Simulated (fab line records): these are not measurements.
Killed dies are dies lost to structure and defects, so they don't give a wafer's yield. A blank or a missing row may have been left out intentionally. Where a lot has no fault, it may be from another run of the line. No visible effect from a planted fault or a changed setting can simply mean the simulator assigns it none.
Matching of chambers || flow sky130 || 4 sister chambers for SKY_CONTACT_CMP_27 on cmp-01
The step polishes, stops on SiO2, t overpolish 15 s, target thk 0 nm. 4 wafers are shown with their chamber, then 7 later ones without.

WAFERS, EACH WITH ITS CHAMBER
{"wafer": "L566.3", "chamber": 0, "motor-current-A (A)": 11.7}
{"wafer": "L566.5", "chamber": 2, "motor-current-A (A)": 11.4}
{"wafer": "L571.3", "chamber": 1, "motor-current-A (A)": 12.2}
{"wafer": "L571.4", "chamber": 3, "motor-current-A (A)": 13.0}

WAFERS MISSING THEIR CHAMBER
{"wafer": "L571.5", "motor-current-A (A)": 12.8}
{"wafer": "L570.2", "motor-current-A (A)": 11.7}
{"wafer": "L570.4", "motor-current-A (A)": 11.7}
{"wafer": "L570.6", "motor-current-A (A)": 11.7}
{"wafer": "L572.1", "motor-current-A (A)": 11.7}
{"wafer": "L572.4", "motor-current-A (A)": 13.5}
{"wafer": "L572.5", "motor-current-A (A)": 11.1}

WHICH CHAMBER EACH ONE RAN IN
{"wafer": "L571.5", "from the rows above": "can't be placed: 3 or 1", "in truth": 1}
{"wafer": "L570.2", "from the rows above": "can't be placed: 0 or 2", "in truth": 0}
{"wafer": "L570.4", "from the rows above": "can't be placed: 0 or 2", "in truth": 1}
{"wafer": "L570.6", "from the rows above": "can't be placed: 0 or 2", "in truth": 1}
{"wafer": "L572.1", "from the rows above": "can't be placed: 0 or 2", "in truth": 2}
{"wafer": "L572.4", "from the rows above": 3, "in truth": 3}
{"wafer": "L572.5", "from the rows above": "can't be placed: 2 or 0", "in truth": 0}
Placed correctly: 1 of 7. Not placeable from these rows: 6 (in 4, the candidates include the true chamber). 0 placed wrongly.
How it was worked out, from the rows above alone: a wafer's distance from a chamber is the root of the sum, over the readings, of the square of ((its reading less the chamber's mean) divided by the reading's scatter). If the next closest chamber is less than 2 further off than the closest, the wafer can't be placed; otherwise it belongs to the closest. Each chamber's mean is taken over the wafers shown for it. The scatter: with one shown wafer a chamber, the root of the mean of the squares of how far each hidden wafer lies from its nearest shown one.
